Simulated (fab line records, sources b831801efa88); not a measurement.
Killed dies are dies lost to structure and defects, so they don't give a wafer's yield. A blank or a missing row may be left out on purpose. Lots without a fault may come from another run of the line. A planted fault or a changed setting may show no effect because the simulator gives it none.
Problem report in the 8D (eight disciplines) form, filled by code | flow sky130 | the parts of the form that need people (team, actions taken, sign-off) are left out

1. THE PROBLEM
run_length_s at SKY_VIA2_SOFTBAKE_08 reads a mean of 107.00 s on 4 wafers of 2 lots; wafers without a fault read 119.36 s with a standard deviation of 0.2. That is -62 standard deviations from the usual mean.
The step: time 90 s.
First seen on wafer L379.1, day 41 12:00, on litho_track-04. The record holds 36 wafers of 12 lots with a number at this step. Rule for "out", or "out of limits": more than 4 standard deviations from the usual mean. The other wafers with a number count as sound.

2. WHAT IT IS AND WHAT IT IS NOT
question                    | is                                 | is not
which readings at this step | run_length_s, heater_power_total_W | -
which lots                  | L379, L382                         | L365, L367, L368, L370, L371, L372, L374, L377, L385, L387
which wafers of those lots  | L379.1, L379.3, L379.4, L382.3     | L382.2, L382.5
read on which tools         | litho_track-04                     | litho_track-01, litho_track-03
when                        | from day 41 12:00                  | up to then (24 sound wafers); but 8 sound wafers of L382, L385, L387 came after

3. SUSPECTS, AND WHAT RULES EACH OUT
Counting: a tool at a process step up to the reading stays a suspect if it ran every lot that is out. Sound lots after the first of them don't rule it out here, since some wafers of a struck lot are sound.
- rie_metal-03 at SKY_METAL2_DESCUM_17 (chemistry O2, time 8 s): kept. It ran every lot that is out, first L379 (day 40 22:55); its last sound lot up to then is L377 (day 40 09:45).
- rie_metal-03 at SKY_METAL2_ETCH_18 (etches BARC in N2/H2, stops on SiO2, time 45.9 s, target depth 60 nm): kept. It ran every lot that is out, first L379 (day 40 22:57); its last sound lot up to then is L377 (day 40 09:47).
- litho_track-04 at SKY_VIA2_SOFTBAKE_08 (time 90 s): kept. It ran every lot that is out, first L379 (day 41 12:00); its last sound lot up to then is L377 (day 40 23:00). Its own readings are out on those wafers: heater_power_total_W, run_length_s.
Left after counting: rie_metal-03 at SKY_METAL2_DESCUM_17, rie_metal-03 at SKY_METAL2_ETCH_18, litho_track-04 at SKY_VIA2_SOFTBAKE_08.

4. THE CAUSE (what the simulator had put in)
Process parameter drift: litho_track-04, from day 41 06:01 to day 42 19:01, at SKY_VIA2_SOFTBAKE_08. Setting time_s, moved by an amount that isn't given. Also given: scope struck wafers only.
Counting left 3 suspects, and this tool is among them.

5. THE CHAIN OF EFFECTS, in route order
Each row: a reading whose mean over the struck wafers that have a number lies more than 3 standard deviations from the usual. Only readings for which the record gives a usual standard deviation are gone through. hours: the time from each lot's start at the first step in this table that gives one to its start at this step, as a median over the lots. sigmas: the change in usual standard deviations.
hours | step                 | reading              | usual    | on struck wafers | change | sigmas
0     | SKY_VIA2_SOFTBAKE_08 | heater_power_total_W | 57.36 W  | 60.31            | +2.95  | +25
0     | SKY_VIA2_SOFTBAKE_08 | run_length_s         | 119.36 s | 107.00           | -12.36 | -62
The process steps in it:
- SKY_VIA2_SOFTBAKE_08: time 90 s.

6. WHAT WOULD HAVE CAUGHT IT SOONER
In this record the first reading out of limits was taken at day 41 12:00, 6 hours after the fault began at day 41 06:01.
